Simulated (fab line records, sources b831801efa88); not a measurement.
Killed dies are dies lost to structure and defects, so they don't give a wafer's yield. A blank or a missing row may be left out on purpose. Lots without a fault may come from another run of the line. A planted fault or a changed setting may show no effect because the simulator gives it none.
Split-lot experiment | flow sky130 | 5 lots, 23 wafers read, on a route of 708 steps

THE SPLIT
At SKY_SONOS_ONO_EXPOSE_10 (exposes mask ONOM, target cd 410 nm), the setting dose_mj was moved away from the recipe's 150 on 7 of the 23 wafers read, by -6.5% to +3.8%. The other wafers ran this setting at the recipe's value.

FROM THE SPLIT TO THE READING: what the file shows between them, 2 steps
- SKY_SONOS_ONO_PEB_11
- SKY_SONOS_ONO_DEVELOP_12: develop time 60 s

THE READING
cd_nm, in nm, at SKY_SONOS_ONO_CD_MEAS_13 (target cd 410 nm). Fault-free wafers of this fab line usually give 409.8 nm, standard deviation 2.3 nm.

wafer  | tool, chamber at the split | dose_mj as run | against the recipe | cd_nm, nm | against lot-mates on the recipe
L076.1 | iline_stepper-02, 0        | 140.3          | -6.5%              | 429.3     | +18.1
L076.2 | iline_stepper-02, 0        | 140.3          | -6.5%              | 427.8     | +16.6
L076.3 | iline_stepper-02, 0        | 150            | recipe             | 412.9     | -
L076.5 | iline_stepper-02, 0        | 150            | recipe             | 410.2     | -
L076.6 | iline_stepper-02, 0        | 150            | recipe             | 410.6     | -
L077.2 | iline_stepper-02, 0        | 143.6          | -4.3%              | 419.6     | +13.1
L077.3 | iline_stepper-02, 0        | 150            | recipe             | 406.1     | -
L077.4 | iline_stepper-02, 0        | 150            | recipe             | 406.1     | -
L077.5 | iline_stepper-02, 0        | 150            | recipe             | 407.4     | -
L077.6 | iline_stepper-02, 0        | 143.6          | -4.3%              | 418.0     | +11.5
L079.2 | iline_stepper-01, 0        | 150            | recipe             | 405.8     | -
L079.3 | iline_stepper-01, 0        | 150            | recipe             | 407.4     | -
L079.4 | iline_stepper-01, 0        | 150            | recipe             | 407.4     | -
L079.5 | iline_stepper-01, 0        | 150            | recipe             | 406.4     | -
L079.6 | iline_stepper-01, 0        | 150            | recipe             | 410.0     | -
L081.2 | iline_stepper-01, 0        | 150            | recipe             | 410.8     | -
L081.4 | iline_stepper-01, 0        | 150            | recipe             | 413.0     | -
L081.6 | iline_stepper-01, 0        | 150            | recipe             | 411.7     | -
L085.1 | iline_stepper-02, 0        | 150            | recipe             | 412.7     | -
L085.2 | iline_stepper-02, 0        | 155.7          | +3.8%              | 402.1     | -10.5
L085.4 | iline_stepper-02, 0        | 155.7          | +3.8%              | 403.4     | -9.2
L085.5 | iline_stepper-02, 0        | 155.7          | +3.8%              | 401.8     | -10.8
L085.6 | iline_stepper-02, 0        | 150            | recipe             | 412.5     | -

THE FIT
A straight line over all 23 wafers: cd_nm changes by -2.46 nm for each +1% of dose_mj; r = -0.93; the points scatter about the line by 2.7 nm.
The same after taking each lot's own level away (the mean of its wafers on the recipe; 23 wafers): -2.72 nm for each +1%; r = -0.99; scatter 1 nm.
On that fit, the largest move of dose_mj shifts the reading by 18 nm.
The lots' own levels span 406.53 to 412.60 nm, that is 2.6 times the standard deviation above.
So the lot-to-lot level changes the slope little: the two slopes agree.
Check: with one of the wafers moved furthest among these (-6.5%) left out of the fit, the line predicts +17.5 nm for it against its lot-mates. It came out at +18.1 nm against them.

OTHER SPLITS ON THESE WAFERS
These wafers also went through other splits before the reading. Each is held against what the fit with the lots' levels taken away leaves over:
other split on the same wafers          | wafers away from the commonest value | r with cd_nm (lot level and that fit taken away)
SKY_FIELD_ISO_EXPOSE_10 dose_mj         | 7                                    | +0.11
SKY_DNWELL_COAT_02 resist_thk_nm        | 8                                    | +0.14
SKY_NWELL_IMPLANT_11 dose_cm2           | 6                                    | -0.21
SKY_NWELL_IMPLANT_24 energy_kev         | 11                                   | -0.11
SKY_VT_ADJUST_NCORE_SOFTBAKE_03 temp_c  | 10                                   | +0.28
SKY_VT_ADJUST_PCH_IMPLANT_08 energy_kev | 8                                    | -0.08
SKY_SONOS_TUNNEL_EXPOSE_04 dose_mj      | 9                                    | +0.15

THE WHOLE CHAIN: every reading that the file lists as answering this split, in the file's order
step                     | what it does                                                       | reading                                                          | change (the file's fit)              | r (the file's)
SKY_SONOS_ONO_CD_MEAS_13 | target cd 410 nm                                                   | cd_nm                                                            | -2.72 nm for each +1% of the setting | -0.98
SKY_SONOS_ONO_ETCH_15    | etches the open film in CHF3/O2, target depth 19.52 nm, time 7.8 s | SONOS_ONO.cd_nm (the simulator's own value, which no gauge read) | -2.72 nm for each +1% of the setting | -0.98

THE FILE'S OWN FIT
cd_nm changes by -2.72 nm for each +1% of dose_mj, r = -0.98.
